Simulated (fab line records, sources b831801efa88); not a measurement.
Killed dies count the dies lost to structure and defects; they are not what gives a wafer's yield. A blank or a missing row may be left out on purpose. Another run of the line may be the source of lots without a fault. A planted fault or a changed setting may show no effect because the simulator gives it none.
Code-filled problem report in 8D (eight disciplines) form :: flow sky130 :: the parts of the form that need people (team, actions taken, sign-off) are left out

== 1. PROBLEM STATEMENT ==
oes product au at SKY_METAL4_METAL_ETCH_18 reads a mean of 0.823 a.u. on 4 wafers of 2 lots; wafers without a fault read 0.865 a.u. with a standard deviation of 0.0053. That puts it -7.8 standard deviations away from the usual mean.
The step: etches the open film in Cl2/BCl3, stops on SiO2, target depth 845 nm, time 183.1 s.
Earliest sighting: wafer L666.2 on rie metal-03 at day 44 10:21. At this step, 33 wafers from 11 lots have a number in the record. Rule for "out", or "out of limits": more than 4 standard deviations from the usual mean. Any other wafer with a number is counted as sound.

== 2. WHAT IT IS, WHAT IT ISN'T ==
question: which readings at this step
is: oes product au
is not: drypump motor current A, throttle valve pct

question: which lots
is: L666, L667
is not: L658, L660, L661, L662, L664, L665, L672, L679, L680

question: which wafers of those lots
is: L666.2, L666.5, L667.3, L667.5
is not: L666.4, L667.4

question: read on which tools
is: rie metal-03
is not: rie metal-01, rie metal-02

question: when
is: from day 44 10:21
is not: up to then (19 sound wafers); but 10 sound wafers of L667, L672, L679, L680 came after

== 3. WHAT RULES OUT EACH SUSPECT ==
Counting: a tool at a process step up to the reading stays a suspect if it ran every lot that is out. Sound lots after the first of them don't rule it out here, since some wafers of a struck lot are sound.
- rie metal-03 at SKY_METAL4_METAL_ETCH_18 (etches the open film in Cl2/BCl3, stops on SiO2, target depth 845 nm, time 183.1 s): kept. It processed each lot that is out (first: L666, day 44 10:21); up to then, its last sound lot is L664 (day 43 21:26). Its own readings are out on those wafers: oes product au.
- At SKY_METAL4_METAL_ETCH_18 on rie metal-03, chamber 1 took the sound wafers of the same lots and chamber 0 took the wafers that are out.
The count leaves rie metal-03 at SKY_METAL4_METAL_ETCH_18.

== 4. THE CAUSE (what the simulator had put in) ==
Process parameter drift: rie metal-03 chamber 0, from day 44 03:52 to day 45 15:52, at SKY_METAL4_METAL_ETCH_18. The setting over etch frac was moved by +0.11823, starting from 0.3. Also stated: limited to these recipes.
Only this tool survived the counting.

== 5. THE EFFECT CHAIN, in route order ==
One row per reading whose mean, taken over the struck wafers that have a number, lies over 3 standard deviations from the usual. Only readings for which the record gives a usual standard deviation are gone through. hours: the time from each lot's start at the first step in this table that gives one to its start at this step, as a median over the lots. sigmas: the change in usual standard deviations.
hours: 0
step: SKY_METAL4_METAL_ETCH_18
reading: oes product au
usual: 0.865 a.u.
on struck wafers: 0.823
change: -0.042
sigmas: -7.8

hours: 0
step: SKY_METAL4_STRIP_19
reading: strip time to endpoint s
usual: 6.59 s
on struck wafers: 6.21
change: -0.38
sigmas: -5.1
Here are the process steps it includes:
- SKY_METAL4_METAL_ETCH_18: etches the open film in Cl2/BCl3, stops on SiO2, target depth 845 nm, time 183.1 s.
- SKY_METAL4_STRIP_19: strips in O2/N2.

== 6. HOW IT WOULD HAVE BEEN CAUGHT EARLIER ==
First out-of-limits reading in this record: day 44 10:21, which is 6 hours after fault onset at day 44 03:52.
